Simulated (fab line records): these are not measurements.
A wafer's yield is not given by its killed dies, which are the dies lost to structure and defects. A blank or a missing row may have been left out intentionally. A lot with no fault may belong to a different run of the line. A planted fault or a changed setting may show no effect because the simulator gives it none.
fab line records | flow sky130
record: lots: 6 wafers: 18 last-day: 51
route steps=708 shown SALICIDE@361 LI_CONTACT@362 PAD_OPEN@708
lots that met no fault: from a run of the same line without faults
start-h: start of the lot's first displayed wafer, in hours after the record's first day | wait-h: hours since the lot's step before | " the same as in the row above | L1.1+2: a row that stands for several wafers | - no value present, or no start provided | * or withheld: withheld | < > ~ a bound
route shown NAME@n: names a module that has steps shown in the file, with the first one's number in the route | usual: average and standard deviation across the fault-free wafers | same: alike in all rows | chamber/n: place in a boat | sites: the reading at each site | _std_site: how widely they spread, as a standard deviation | _edge_site: inner sites' mean taken away from outer sites' mean | radius-mm: for every site, how far away it sits from the centre of the wafer | mask NAME#n: copy n | behind: the most recent tool/chamber to have shaped the wafer | hold: what put the lot on hold/how long, in hours/how the hold closed | device: whichever transistor did not switch (one of n, p or np) | end of line: tests of these same wafers at the route's end | a step with no rows: only its recipe | killed: count of dies lost to structure and defects at first sort (not the wafer's yield) | map: shows each die of a wafer: x if killed, . if not, _ if none is there
set.NAME: the setting that was run; set.NAME@STEP: the one run at that earlier step | model.NAME: the simulator's own value behind a step, which no gauge read
lots at some steps of the route; a table a step, a row a wafer
services: a tool's chamber out of use, with start hour (start-h, from the record's first day; less than 0 if before it), hours out, and reason
== steps ==
step: SKY_SALICIDE_CLEAN_00
recipe: chemistry: HF-last time-s: 30 dilution: 100:1 dry: ipa-marangoni
step: SKY_LI_CONTACT_HDPCVD_00
recipe: material: PSG target-thk-nm: 930 sigma-open-frac: 0.3 time-s: 155 temp-c: 600 sih4-flow-sccm: 60 pressure-mtorr: 6
step: SKY_LI_CONTACT_THK_MEAS_01
recipe: reads: PSG_of_LI_CONTACT_HDPCVD_00
usual: LI_CONTACT_HDPCVD_THK: 924/9.7
columns lot.wafer tool chamber start-h wait-h LI_CONTACT_HDPCVD_THK[nm]
L885.1 film-metro-03 - 697.27 0.1 929
L885.3 " - " " 908
L885.5 " - " " 912
L888.2 film-metro-01 - 711.35 0.1 935
L888.4 " - " " 930
L888.5 " - " " 927
L894.4 film-metro-01 - 768.26 0.0 925
L894.5 " - " " 910
L894.6 " - " " 928
L897.1 film-metro-02 - 779.78 0.1 920
L897.5 " - " " 917
L897.6 " - " " 919
L898.3 film-metro-02 - 786.80 0.1 913
L898.4 " - " " 923
L898.5 " - " " 922
L905.1 film-metro-03 - 842.17 0.1 926
L905.4 " - " " 913
L905.6 " - " " 921
step: SKY_LI_CONTACT_CMP_02
recipe: material: PSG down-force-psi: 4 platen-rpm: 60 pad-velocity-m-s: 0.94248
usual: motor-current-A: 11.5/1.3 retaining-ring-pressure-frac: 1.000/0.0049 slurry-flow-ml-min: 150.0/0.44 time-to-endpoint-s: 32.0/2
columns lot.wafer tool chamber start-h wait-h motor-current-A retaining-ring-pressure-frac slurry-flow-ml-min time-to-endpoint-s
L885.3 cmp-01 0 697.43 0.1 9.6 1.003 149.9 31.7
L885.1 " 1 " " 10.7 1.000 149.9 33.8
L885.5 " 2 " " 12.8 1.000 149.8 31.8
L888.2 cmp-01 2 711.50 0.1 11.8 0.995 150.8 36.8
L888.4 " 3 " " 11.0 0.999 149.9 35.2
L888.5 " 0 " " 9.4 0.991 150.2 32.1
L894.4 cmp-02 0 768.44 0.2 11.8 1.004 149.7 31.5
L894.6 " 1 " " 8.9 1.004 149.8 31.0
L894.5 " 2 " " 12.4 1.003 149.9 30.2
L897.1 cmp-02 1 779.89 0.1 9.6 1.001 150.2 30.6
L897.5 " 0 " " 12.2 1.000 149.9 31.4
L897.6 " 1 " " 9.7 0.997 150.2 33.0
L898.3 cmp-02 0 786.84 0.0 13.1 1.005 150.8 30.3
L898.4 " 1 " " 9.7 1.004 149.9 29.4
L898.5 " 0 " " 12.5 1.006 150.6 29.4
L905.1 cmp-02 1 842.23 0.1 9.7 0.989 149.9 33.1
L905.4 " 3 " " 13.4 0.995 150.5 32.1
L905.6 " 1 " " 9.6 1.000 150.2 31.3
step: SKY_LI_CONTACT_BOW_MEAS_03
recipe: mode: bow
usual: LI_CONTACT_BOW: 56/6.4
columns lot.wafer tool chamber start-h wait-h LI_CONTACT_BOW[um]
L885.1 film-metro-03 - 697.63 0.1 52
L885.3 " - " " 54
L885.5 " - " " 57
L888.2 film-metro-01 - 711.72 0.2 57
L888.4 " - " " 55
L888.5 " - " " 65
L894.4 film-metro-01 - 768.65 0.2 47
L894.5 " - " " 49
L894.6 " - " " 42
L897.1 film-metro-01 - 780.14 0.2 56
L897.5 " - " " 52
L897.6 " - " " 54
L898.3 film-metro-01 - 787.18 0.3 54
L898.4 " - " " 51
L898.5 " - " " 51
L905.1 film-metro-01 - 842.53 0.2 53
L905.4 " - " " 62
L905.6 " - " " 65
step: SKY_LI_CONTACT_DEHYDRATE_04
recipe: temp-c: 200 time-s: 60
step: SKY_LI_CONTACT_HMDS_05
recipe: prime-time-s: 60 prime-temp-c: 120
step: SKY_LI_CONTACT_COAT_06
recipe: resist: BARC temp-c: withheld time-s: withheld spin-rpm: 3000 resist-thk-nm: 60
step: SKY_LI_CONTACT_COAT_07
recipe: resist: KrF-thick spin-rpm: 3000 resist-thk-nm: 450
step: SKY_LI_CONTACT_SOFTBAKE_08
recipe: temp-c: 100 time-s: 90 resist: KrF-thick
step: SKY_LI_CONTACT_EXPOSE_09
recipe: mask-id: LICM1 na: 0.8 source-shape: annular sigma-inner: 0.55 sigma-outer: 0.85 target-cd-nm: 170 dose-mj: 38
step: SKY_LI_CONTACT_PEB_10
recipe: peb-temp-c: withheld peb-time-s: withheld resist: KrF-thick
step: SKY_LI_CONTACT_DEVELOP_11
recipe: develop-time-s: 60 resist: KrF-thick dev-temp-c: 21
usual: developer-temp-C: 21.01/0.1
columns lot.wafer tool chamber start-h wait-h developer-temp-C
L885.1 litho-track-04 0 725 - 23.28
L885.3 " 0 " " 23.02
L885.5 " 0 " " 23.23
L888.2 litho-track-04 0 739 - 23.27
L888.4 " 0 740 - 23.21
L888.5 " 0 " " 23.13
L894.4 litho-track-02 0 796 - 21.06
L894.5 " 0 " " 21.12
L894.6 " 0 " " 21.08
L897.1 litho-track-04 0 807 - 21.01
L897.5 " 0 " " 20.88
L897.6 " 0 " " 21.17
L898.3 litho-track-03 0 814 - 21.01
L898.4 " 0 " " 20.95
L898.5 " 0 " " 21.12
L905.1 litho-track-03 0 869 - 21.08
L905.4 " 0 " " 20.92
L905.6 " 0 " " 20.90
step: SKY_LI_CONTACT_CD_MEAS_12
recipe: target-cd-nm: 170
usual: cd-nm: 169.8/1.8
columns lot.wafer tool chamber start-h wait-h cd-nm
L885.1 cd-sem-01 - 725.97 - 173.3
L885.3 " - " " 171.3
L885.5 " - " " 173.4
L888.2 cd-sem-01 - 740.14 - 172.9
L888.4 " - " " 174.7
L888.5 " - " " 172.9
L894.4 cd-sem-01 - 796.44 - 170.4
L894.5 " - " " 170.0
L894.6 " - " " 170.4
L897.1 cd-sem-01 - 807.92 - 171.8
L897.5 " - " " 171.2
L897.6 " - " " 173.4
L898.3 cd-sem-01 - 814.86 - 170.4
L898.4 " - " " 169.4
L898.5 " - " " 169.5
L905.1 cd-sem-02 - 869.37 - 170.6
L905.4 " - " " 170.9
L905.6 " - " " 171.0
step: SKY_PAD_OPEN_PROBE_99
usual: killed_at_M0_to_M3: 44/6.9 killed_at_M4_up: 3.1/1.7 killed-at-contacts: 25/5.6 killed-at-front-end: 14/4.3 killed-at-other: 0.3/0.51 killed-dies: 86/9.8 killed-open: 47/6.5 killed-short: 39/6.6
same: gross-dies: 492 killed-at-back-side: 0
columns lot.wafer tool chamber start-h wait-h killed_at_M0_to_M3 killed_at_M4_up killed-at-contacts killed-at-front-end killed-at-other killed-dies killed-open killed-short
L888.2 prober-02 - 1128.69 0.1 53 5 27 13 0 98 55 43
L888.4 prober-02 - 1128.79 0.2 55 4 21 12 0 92 46 46
L888.5 prober-02 - 1128.84 0.2 45 4 26 14 0 89 50 39
L897.1 prober-01 - 1177.64 0.1 45 3 22 15 0 85 50 35
L897.5 prober-01 - 1177.84 0.2 27 5 21 14 1 68 43 25
L897.6 prober-01 - 1177.89 0.2 36 3 29 17 1 86 43 43
killed by level:class
L888.2 VIA1:geometric-particle:open=18 CONTACT:geometric-particle:open=13 METAL1:geometric-particle:short=9 CONTACT:geometric-particle:short=8 METAL2:geometric-particle:short=6 VIA2:geometric-particle:open=6 VIA3:geometric-particle:open=4 METAL4:geometric-particle:short=4
L888.4 VIA1:geometric-particle:open=16 METAL1:geometric-particle:short=7 VIA2:geometric-particle:short=6 FIELD_ISO:geometric-particle:short=5 METAL1:geometric-particle:open=4 LI_CONTACT:geometric-particle:short=4 LOCAL_INTERCONNECT:geometric-particle:short=4 CONTACT:geometric-particle:short=4
L888.5 CONTACT:geometric-particle:open=9 LI_CONTACT:geometric-particle:open=8 VIA2:geometric-particle:open=8 VIA1:geometric-particle:open=6 METAL2:geometric-particle:short=6 POLY_GATE:geometric-particle:short=5 CONTACT:geometric-particle:short=5 METAL3:geometric-particle:short=5
L897.1 VIA1:geometric-particle:open=14 CONTACT:geometric-particle:open=11 VIA3:geometric-particle:open=7 METAL2:geometric-particle:short=7 VIA1:geometric-particle:short=5 FIELD_ISO:geometric-particle:short=4 FIELD_ISO:geometric-particle:open=4 LI_CONTACT:geometric-particle:open=3
L897.5 CONTACT:geometric-particle:open=10 METAL1:geometric-particle:short=7 VIA1:geometric-particle:open=7 FIELD_ISO:geometric-particle:open=6 LI_CONTACT:geometric-particle:open=5 VIA3:geometric-particle:open=5 LI_CONTACT:geometric-particle:short=4 FIELD_ISO:geometric-particle:short=3
L897.6 CONTACT:geometric-particle:open=9 VIA1:geometric-particle:short=9 VIA1:geometric-particle:open=8 FIELD_ISO:geometric-particle:short=7 CONTACT:geometric-particle:short=7 VIA2:geometric-particle:open=7 LI_CONTACT:geometric-particle:short=5 METAL1:geometric-particle:short=5
== services ==
columns tool chamber start-h hours kind
cmp-02 - 686.09 1.6 repair
cmp-01 - 725.74 1.3 repair
cmp-02 - 744.00 4.0 pm
cmp-02 - 748.00 - consumable-replace:conditioner
cmp-02 - 748.00 - consumable-replace:pad
cmp-02 - 776.81 1.8 repair
cmp-02 - 777.54 2.0 repair
cmp-01 - 779.03 1.8 repair
cmp-01 - 811.63 5.2 pm
cmp-01 - 867.42 0.6 repair
== key ==
first-sign: step: SKY_LI_CONTACT_DEVELOP_11 reading: developer-temp-C direction: up sigmas: 21 usual: * struck: *
effect: step: SKY_LI_CONTACT_CD_MEAS_12 reading: cd-nm direction: up sigmas: 1.9 usual: 169.8 struck: 173.1 through: control-loop
met-at SKY_LI_CONTACT_DEVELOP_11
struck-wafers L885.1,L885.3,L885.5,L888.2,L888.4,L888.5
tester-left-out L885,L888
loop-trim: step: SKY_LI_CONTACT_EXPOSE_09 setting: dose lots: L888
fault: kind: process-parameter-drift tool: litho-track-04 chamber: - onset-h: 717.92 steps: SKY_LI_CONTACT_DEVELOP_11 channel: dev-temp-c offset: * shape: step end-h: 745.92 acts-in: * stated: *
tester-left-out: of these lots the tester's yield and bins aren't shown, on N5 and GAA mostly nor the transistor test; their killed dies are dies lost to structure and defects alone, not to doping, threshold or leakage, so they don't give the yield
loop-trim: a control loop set the setting to another value than it would have without faults
